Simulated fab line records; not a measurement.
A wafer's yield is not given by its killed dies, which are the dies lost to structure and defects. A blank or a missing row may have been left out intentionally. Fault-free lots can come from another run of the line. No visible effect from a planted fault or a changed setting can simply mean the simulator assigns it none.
Code-filled problem report in 8D (eight disciplines) form -- flow gf180mcu -- the parts of the form that need people (team, actions taken, sign-off) are left out

1. WHAT IS WRONG
Mean V1_W_RS at GF_V1_RS_MEAS_24: 0.224 ohm/sq over 3 wafers in 2 lots; fault-free wafers: 0.328 ohm/sq, standard deviation 0.0036. Measured from the usual mean, that is -29 standard deviations.
The step: measures by four-point-probe.
First observed at day 23 19:02: wafer L735.1, on film_metro-01. The record has a number at this step for 33 wafers belonging to 11 lots. By rule, "out" or "out of limits" means more than 4 standard deviations away from the usual mean. Any other wafer with a number is counted as sound.

2. WHAT THIS IS AND IS NOT
question,is,is not
which readings at this step,V1_W_RS,-
which lots,"L735, L737","L720, L721, L724, L726, L728, L730, L731, L736, L743"
which wafers of those lots,"L735.1, L735.3, L737.6","L735.5, L737.3, L737.5"
read on which gauges,"film_metro-01, film_metro-03",film_metro-02
when,from day 23 19:02,"up to then (22 sound wafers); but 8 sound wafers of L736, L737, L743 came after"

3. SUSPECTS, AND WHAT RULES EACH OUT
Counting: any tool at a process step up to the reading remains a suspect provided it ran every lot that is out. Sound lots after the first of them don't rule it out here, since some wafers of a struck lot are sound.
- the gauge at GF_V1_RS_MEAS_24 is ruled out. Those wafers that are out were read across 2 gauges (film_metro-01, film_metro-03).
- cvd_w-02 at GF_V1_CVD_23 (deposits W, target thk 350 nm, time 105.05 s): kept. Every lot that is out went through it, the first being L735 (day 23 18:56); the last sound lot it ran before that was L724 (day 19 14:15).
- The sound lot-mates ran in chamber 1 of cvd_w-02 at GF_V1_CVD_23, but the wafers that are out ran in chamber 0.
Left after counting: cvd_w-02 at GF_V1_CVD_23.

4. THE CAUSE (what the simulator had put in)
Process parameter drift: cvd_w-02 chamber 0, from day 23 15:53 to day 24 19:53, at GF_V1_CVD_23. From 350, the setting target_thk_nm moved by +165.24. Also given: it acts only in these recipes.
Only this tool survived the counting.

5. THE EFFECT CHAIN, in route order
Rows list readings where the struck wafers' mean (over those with a number) sits beyond 3 standard deviations from the usual. Readings are gone through only where the record gives a usual standard deviation; hours: the median, over the lots, of the time from a lot's start at the first step in this table giving one to that lot's start at this step; sigmas: the change measured in usual standard deviations.
hours,step,reading,usual,on struck wafers,change,sigmas
0,GF_V1_RS_MEAS_24,V1_W_RS,0.328 ohm/sq,0.224,-0.104,-29
0,GF_V1_THK_MEAS_25,V1_W_THK,346 nm,496,+150,+29
0,GF_V1_CMP_26,time_to_endpoint_s,86 s,125,+39,+13
It contains these process steps:
- GF_V1_CMP_26: polishes, stops on SiO2, t overpolish 15 s, target thk 0 nm.
Later measuring or inspecting steps at which every struck wafer that the step has a row for has a number for every such reading, and none has moved that far: GF_M2_THK_MEAS_06.

6. HOW IT WOULD HAVE BEEN CAUGHT EARLIER
In this record the first reading out of limits at a measuring or inspecting step was taken at day 23 19:02, 3 hours after the fault began at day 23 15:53.
An alarm limit of 4 standard deviations would not have fired on the tool readings at GF_V1_CVD_23 for which the record gives a usual standard deviation, since none of them was out on any struck wafer.
Lots out: 2; of these, L737 started GF_V1_CVD_23 on cvd_w-02 after day 23 19:02. Holding the tool at that time would have saved it.
